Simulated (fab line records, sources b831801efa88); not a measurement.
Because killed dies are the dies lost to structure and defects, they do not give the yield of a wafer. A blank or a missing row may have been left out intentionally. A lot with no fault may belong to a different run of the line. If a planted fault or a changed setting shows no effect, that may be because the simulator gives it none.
Struck lot and sound lot, side by side | flow sky130 | 44 out of 708 route steps
Sound: these wafers, L333.3, L333.4, L333.5. Struck: wafer L340.2 (left out: L340.4, a lot-mate that was not struck); the cause follows at the end.
At each step with rows: each side's tool, then ch and its chambers, then its first start. Under that, the readings that differ: sound wafers | struck wafers | difference of the means | sigmas: that difference in standard deviations of wafers without a fault.
alike: a reading whose means differ by less than 2 such deviations, as well as words and numbers matching on both sides. not compared: withheld readings; readings where some wafer has no value; bounds like >300 that might hide an equal value; numbers whose values overlap and for which the record gives no deviation.
A row with sigmas, a row that says differs or no value, or rows on one side alone: a step with any of these is where the two part. Non-overlapping numbers with no deviation appear without sigmas and do not part them. Lack of a reading on every wafer of one side parts them only where that side has two or more wafers.

SKY_SONOS_ONO_THK_MEAS_03:
  sound: filmMetro-03 at day 12 07:14; struck: filmMetro-01 at day 14 13:57
  alike: SONOS_ONO_CVD_02_THK
then, 1 step without rows for these wafers: SKY_SONOS_ONO_CVD_04 (deposits SiO2 from SiH4/N2O, target thk 5.7199 nm).
SKY_SONOS_ONO_THK_MEAS_05:
  sound: filmMetro-03 at day 12 09:10; struck: filmMetro-03 at day 14 15:16
  alike: SONOS_ONO_CVD_04_THK
then, 7 steps without rows for these wafers: SKY_SONOS_ONO_DEHYDRATE_06 (time 60 s); SKY_SONOS_ONO_HMDS_07 (prime time 60 s); SKY_SONOS_ONO_COAT_08 (resist thk 1140 nm); SKY_SONOS_ONO_SOFTBAKE_09 (time 60 s); SKY_SONOS_ONO_EXPOSE_10 (exposes mask ONOM, target cd 410 nm); SKY_SONOS_ONO_PEB_11; SKY_SONOS_ONO_DEVELOP_12 (develop time 60 s).
SKY_SONOS_ONO_CD_MEAS_13 targets a cd of 410 nm.
  sound: cdSem-01 at day 13 10:51; struck: cdSem-02 at day 15 18:00
reading   | sound             | struck | difference | sigmas
cdNm (nm) | 405.6 407.8 407.1 | 414.3  | +7.5       | +3
SKY_SONOS_ONO_OVL_MEAS_14:
  sound: overlay-02 at day 13 10:56; struck: overlay-01 at day 15 18:07
reading            | sound          | struck | difference | sigmas
SONOS_ONO_OVL (nm) | -2.5 -2.0 -2.7 | 1.5    | +3.9       | +3
SKY_SONOS_ONO_ETCH_15: etches the open film in CHF3/O2, target depth 19.52 nm, time 7.8 s.
  sound on rieDiel-02 ch 0,1, day 13 10:58; struck on rieDiel-01 ch 2, day 15 18:08
reading                                       | sound             | struck | difference | sigmas
model.SONOS_ONO.featureDepthNm (nm)           | 19.46 19.45 19.36 | 35.26  | +15.84     | 
model.etch.depthNm (nm)                       | 19.46 19.45 19.36 | 35.26  | +15.84     | 
model.NOVOLAK_of_SONOS_ONO_COAT_08.thkNm (nm) | 1123 1120 1123    | 1110   | -12        | 
  alike: drypumpMotorCurrentA, oesProductAu, throttleValvePct
  not compared: rfHoursCounterH
then, 1 step without rows for these wafers: SKY_SONOS_ONO_WET_ETCH_16 (etches SiO2 in dHF, target depth 14 nm, time 280 s).
SKY_SONOS_ONO_STRIP_17: strips in O2/N2.
  sound on plasmaAsher-01 ch 0,1, day 13 11:07; struck on plasmaAsher-04 ch 0, day 15 18:15
reading                  | sound             | struck | difference                   | sigmas
oesProductAu (a.u.)      | 0.708 0.716 0.715 | 0.724  | +0.011                       | +2
rfHoursCounterH (h)      | - - -             | 24     | no value on the sound wafers | 
stripTimeToEndpointS (s) | 14.10 14.06 14.10 | 13.92  | -0.17                        | -5
  alike: drypumpMotorCurrentA
then, 3 steps without rows for these wafers: SKY_SONOS_ONO_WET_ETCH_18 (etches Si3N4 in H3PO4, target depth 15 nm, time 172 s); SKY_GATE_OXIDE_CLEAN_00 (cleans in SC1/SC2, time 150 s); SKY_GATE_OXIDE_OXIDATION_01 (stabilise 600 s, purge 300 s, target thk 10.268 nm).
SKY_GATE_OXIDE_THK_MEAS_02:
  sound: filmMetro-03 at day 13 13:00; struck: filmMetro-02 at day 15 19:53
  alike: GATE_OXIDE_OXIDATION_00_THK
then, 7 steps without rows for these wafers: SKY_GATE_OXIDE_DEHYDRATE_03 (time 60 s); SKY_GATE_OXIDE_HMDS_04 (prime time 60 s); SKY_GATE_OXIDE_COAT_05 (resist thk 1140 nm); SKY_GATE_OXIDE_SOFTBAKE_06 (time 60 s); SKY_GATE_OXIDE_EXPOSE_07 (exposes mask LVOM, target cd 600 nm); SKY_GATE_OXIDE_PEB_08; SKY_GATE_OXIDE_DEVELOP_09 (develop time 60 s).
SKY_GATE_OXIDE_OVL_MEAS_10:
  sound: overlay-01 at day 14 14:50; struck: overlay-01 at day 17 00:20
  alike: GATE_OXIDE_OVL
then, 2 steps without rows for these wafers: SKY_GATE_OXIDE_IMPLANT_11; SKY_GATE_OXIDE_WET_ETCH_12 (etches SiO2 in dHF, target depth 16.8 nm, time 336 s).
SKY_GATE_OXIDE_STRIP_13: strips in O2/N2.
  sound on plasmaAsher-03 ch 0,1, day 14 15:08; struck on plasmaAsher-03 ch 0, day 17 00:37
reading             | sound | struck | difference                   | sigmas
rfHoursCounterH (h) | - - - | 68     | no value on the sound wafers | 
  alike: drypumpMotorCurrentA, oesProductAu, stripTimeToEndpointS
SKY_GATE_OXIDE_TW_MEAS_14:
  sound: filmMetro-02 at day 14 15:14; struck: filmMetro-02 at day 17 00:43
  alike: GATE_OXIDE_TW
then, 3 steps without rows for these wafers: SKY_GATE_OXIDE_CLEAN_15 (cleans in SC1/SC2, time 150 s); SKY_GATE_OXIDE_OXIDATION_16 (stabilise 600 s, purge 300 s, target thk 3.57 nm); SKY_POLY_GATE_CVD_00 (deposits poly-Si, target thk 180 nm, time 720 s).
SKY_POLY_GATE_THK_MEAS_01:
  sound: filmMetro-01 at day 14 22:40; struck: filmMetro-04 at day 17 03:34
  alike: POLY_GATE_CVD_00_THK
then, 7 steps without rows for these wafers: SKY_RES_PROTECT_DEHYDRATE_00 (time 60 s); SKY_RES_PROTECT_HMDS_01 (prime time 60 s); SKY_RES_PROTECT_COAT_02 (resist thk 1140 nm); SKY_RES_PROTECT_SOFTBAKE_03 (time 60 s); SKY_RES_PROTECT_EXPOSE_04 (exposes mask RPM, target cd 1270 nm); SKY_RES_PROTECT_PEB_05; SKY_RES_PROTECT_DEVELOP_06 (develop time 60 s).
-- the record jumps here: 14 days lie between the struck wafers' starts before and after (it left off in module RES_PROTECT and takes up again in module SALICIDE, whose first step shown is number 361 of the route) --
SKY_SALICIDE_CLEAN_00: cleans in HF-last, time 30 s.
  sound on wetBench-03 ch 2, day 28 23:44; struck on wetBench-04 ch 1, day 30 23:07
  not compared: model.SiO2_of_FIELD_ISO_CVD_24.thkNm
-- the record jumps here: 17 days lie between the struck wafers' starts before and after (it left off in module SALICIDE and takes up again in module PAD_OPEN, whose first step shown is number 708 of the route) --
SKY_PAD_OPEN_PROBE_99:
  sound: prober-02 at day 46 12:59; struck: prober-01 at day 47 22:23
reading                              | sound                | struck | difference | sigmas
killed_at_M4_up                      | 4 3 6                | 0      | -4         | -3
killedAtFrontEnd                     | 27 19 19             | 11     | -11        | -2
model.etest.capPolyToWell.cAfUm2     | 92.67 91.57 91.28    | 95.64  | +3.80      | 
model.etest.capLiToPoly.cAfUm2       | 99.78 100.2 94.76    | 92.48  | -5.77      | 
model.etest.fieldN.vtV (V)           | 35.73 36.13 36.48    | 35     | -1         | 
model.etest.sramNfetPass.offLog10AUm | -12.9 -12.78 -12.8   | -12.01 | +0.82      | 
model.etest.nfet_01v8.offLog10AUm    | -13.27 -13.36 -13.44 | -13.01 | +0.35      | 
model.etest.sramNfetPass.vtSatV (V)  | 0.5881 0.5684 0.5698 | 0.5042 | -0.0712    | 
model.etest.sramNfetPass.vtV (V)     | 0.6816 0.6678 0.6688 | 0.6066 | -0.0661    | 
model.etest.pfet_16v.vtV (V)         | -1.087 -1.096 -1.09  | -1.102 | -0.011     | 
  alike: killed_at_M0_to_M3, killedAtContacts, killedAtOther, killedDies, killedOpen, killedShort

== WHERE THEY PART ==
Last at SKY_PAD_OPEN_PROBE_99 as far as this record goes, first at SKY_SONOS_ONO_CD_MEAS_13.

WHY: what had been put in by the simulator
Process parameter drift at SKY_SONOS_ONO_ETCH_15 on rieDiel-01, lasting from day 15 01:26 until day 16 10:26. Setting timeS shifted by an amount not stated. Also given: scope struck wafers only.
